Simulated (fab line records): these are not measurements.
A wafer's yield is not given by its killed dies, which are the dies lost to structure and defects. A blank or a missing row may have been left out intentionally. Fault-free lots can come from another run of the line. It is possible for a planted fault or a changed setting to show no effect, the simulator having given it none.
A lot that was struck, set against a sound lot :: flow sky130 :: 14 out of 708 route steps
Sound: the wafers L800.1, L800.3, L800.6. Wafers struck: L811.2, L811.4, L811.5. At the end, the cause is stated.
At each step with rows: each side's tool, then ch and its chambers, then its first start. Under that, the readings that differ: sound wafers :: struck wafers :: difference of the means :: sigmas: that difference in standard deviations of wafers without a fault.
alike: same words and numbers on both sides, and readings whose means sit less than 2 such deviations apart. not compared: any withheld reading, any reading some wafer has no value for, any bound like >300 that may hide the same value, and any number with overlapping values for which the record gives no deviation.
Wherever a step has rows on one side only, a row that says differs or no value, or a row with sigmas, the two part there. Numbers that don't overlap but have no deviation are shown without sigmas and don't part them. A reading missing from all wafers of one side parts the sides only when that side holds two or more wafers.

SKY_VIA3_OVL_MEAS_13:
  sound: overlay-02 at day 42 21:43; struck: overlay-02 at day 45 17:28
  alike: VIA3_OVL
SKY_VIA3_ETCH_14: etches BARC in N2/H2, stops on SiO2, time 45.9 s, target depth 60 nm.
  sound on rie diel-04 ch 0,2, day 42 21:45; struck on rie diel-01 ch 1,2, day 45 17:30
  alike: drypump motor current A, oes product au, rf fwd power W, throttle valve pct
  not compared: rf hours counter h
then, 1 step without rows for these wafers: SKY_VIA3_ETCH_15 (etches SiO2 in C4F8/O2/Ar, stops on TiN, target depth 507 nm, time 78 s).
SKY_VIA3_STRIP_16: strips in O2/N2.
  sound on plasma asher-03 ch 0,1, day 42 21:51; struck on plasma asher-04 ch 0,1, day 45 17:36
  alike: drypump motor current A, o2 flow sccm, oes product au, strip time to endpoint s
  not compared: rf hours counter h
then, 3 steps without rows for these wafers: SKY_VIA3_STRIP_17 (strips in post etch residue remover, time 1200 s); SKY_VIA3_CLEAN_18 (cleans in IPA, time 180 s); SKY_VIA3_CLEAN_19 (cleans in O3/DIW).
SKY_VIA3_SPUTTER_20: material TiN, target thk 20 nm, time 80 s.
  sound: pvd sputter-03 at day 42 22:26; struck: pvd sputter-03 at day 45 18:11
  alike: cathode dc power W, chamber pressure pa, throttle valve pct
SKY_VIA3_CVD_21: deposits W, target thk 390 nm, time 117.31 s.
  sound on cvd w-01 ch 0,1, day 42 22:30; struck on cvd w-01 ch 0,1, day 45 18:15
  alike: heater power w
SKY_VIA3_RS_MEAS_22: uses a four-point probe to measure.
  sound: film metro-03 at day 42 22:37; struck: film metro-03 at day 45 18:23
  alike: VIA3_W_RS
SKY_VIA3_THK_MEAS_23: measures by xrf.
  sound: film metro-03 at day 42 22:44; struck: film metro-03 at day 45 18:30
  alike: VIA3_W_THK
SKY_VIA3_CMP_24: polishes, stops on SiO2, t overpolish 20 s, target thk 0 nm.
  sound on cmp-01 ch 2,3, day 42 22:48; struck on cmp-02 ch 0,3, day 45 18:59
  alike: edge zone pressure frac, motor current A, overpolish run s, time to endpoint s
SKY_METAL4_SPUTTER_00: material Ti, target thk 15 nm, time 10 s.
  sound: pvd sputter-01 at day 42 23:06; struck: pvd sputter-03 at day 45 19:17
  no value came back on the struck wafers for cathode dc power W (W), chamber pressure pa (Pa), throttle valve pct (%); on the sound wafers cathode dc power W (W) reads 3001.0 2999.1 3000.0
then, 1 step without rows for these wafers: SKY_METAL4_SPUTTER_01 (material TiN, target thk 20 nm, time 16.7 s).

WHERE THEY PART
Only at SKY_METAL4_SPUTTER_00, as far as this record shows.

WHY: whatever the simulator had introduced
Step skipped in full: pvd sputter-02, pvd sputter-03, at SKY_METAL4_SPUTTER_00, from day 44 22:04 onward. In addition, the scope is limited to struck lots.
